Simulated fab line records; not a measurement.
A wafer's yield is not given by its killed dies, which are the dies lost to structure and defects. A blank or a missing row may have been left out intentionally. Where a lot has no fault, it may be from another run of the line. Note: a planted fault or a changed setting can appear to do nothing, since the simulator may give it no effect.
Code-filled problem report in 8D (eight disciplines) form / flow sky130 / the parts of the form that need people (team, actions taken, sign-off) are left out

== 1. PROBLEM STATEMENT ==
Mean of oes product au at SKY_CONTACT_ETCH_18: 0.784 a.u. across 6 wafers in 3 lots; on wafers with no fault it is 0.856 a.u. (standard deviation 0.0081). Relative to the usual mean, that is a shift of -8.9 standard deviations.
The step: etches Si3N4 in CHF3/O2, stops on TiN, time 39 s, target depth 75 nm.
First seen on wafer L922.4, day 37 20:00, on rie diel-03. The record holds 34 wafers of 12 lots with a number at this step. The rule behind "out" and "out of limits": a value lying over 4 standard deviations away from the usual mean. All remaining wafers that have a number are taken as sound.

== 2. WHAT IT IS; WHAT IT IS NOT ==
question=which readings at this step | is=oes product au | is not=drypump motor current A
question=which lots | is=L922, L923, L924 | is not=L904, L905, L906, L907, L908, L911, L912, L915, L916
question=which wafers of those lots | is=L922.4, L922.6, L923.4, L923.6, L924.4, L924.6 | is not=L923.3
question=read on which tools | is=rie diel-03 | is not=rie diel-01, rie diel-04
question=when | is=from day 37 20:00 | is not=up to then (27 sound wafers); but 1 sound wafer of L923 came after

== 3. THE SUSPECTS, EACH WITH WHAT RULES IT OUT ==
Counting: any tool at a process step up to the reading remains a suspect provided it ran every lot that is out. Sound lots after the first of them don't rule it out here, since some wafers of a struck lot are sound.
- rie diel-03 at SKY_CONTACT_ETCH_18 (etches Si3N4 in CHF3/O2, stops on TiN, time 39 s, target depth 75 nm): kept. Every lot that is out went through it, the first being L922 (day 37 20:00); the last sound lot it ran before that was L916 (day 36 05:00). On those wafers its own readings are out: oes product au.
- Within rie diel-03 at SKY_CONTACT_ETCH_18: the wafers that are out ran in chambers 0, 1; their sound lot-mates ran in chamber 3.
Left after counting: rie diel-03 at SKY_CONTACT_ETCH_18.

== 4. THE CAUSE (what the simulator had put in) ==
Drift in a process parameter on rie diel-03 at SKY_CONTACT_ETCH_18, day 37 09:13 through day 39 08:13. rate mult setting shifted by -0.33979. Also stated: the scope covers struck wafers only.
The count eliminated every tool but this one.

== 5. THE EFFECT CHAIN, in route order ==
Rows list readings where the struck wafers' mean (over those with a number) sits beyond 3 standard deviations from the usual. Scope: only readings with a usual standard deviation given in the record; hours: median across lots of the time from each lot's start at the first step in this table that gives one to its start at this step; sigmas: change in usual standard deviations.
hours=0; step=SKY_CONTACT_ETCH_18; reading=oes product au; usual=0.856 a.u.; on struck wafers=0.784; change=-0.072; sigmas=-8.9
hours=1; step=SKY_CONTACT_STRIP_19; reading=oes product au; usual=0.381 a.u.; on struck wafers=0.397; change=+0.016; sigmas=+3.0
hours=1; step=SKY_CONTACT_STRIP_19; reading=strip time to endpoint s; usual=3.618 s; on struck wafers=3.935; change=+0.317; sigmas=+11
hours=299; step=SKY_PAD_OPEN_PROBE_99; reading=killed at contacts; usual=25; on struck wafers=432; change=+407; sigmas=+68
hours=299; step=SKY_PAD_OPEN_PROBE_99; reading=killed dies; usual=86; on struck wafers=492; change=+406; sigmas=+42
hours=299; step=SKY_PAD_OPEN_PROBE_99; reading=killed on rim; usual=17; on struck wafers=96; change=+79; sigmas=+23
Here are the process steps it includes:
- SKY_CONTACT_ETCH_18: etches Si3N4 in CHF3/O2, stops on TiN, time 39 s, target depth 75 nm.
- SKY_CONTACT_STRIP_19: strips in O2/N2.
- SKY_PAD_OPEN_PROBE_99

== 6. HOW IT WOULD HAVE BEEN CAUGHT EARLIER ==
In this record no reading fell out of limits until day 37 20:00, 11 hours after the fault had begun at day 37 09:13.
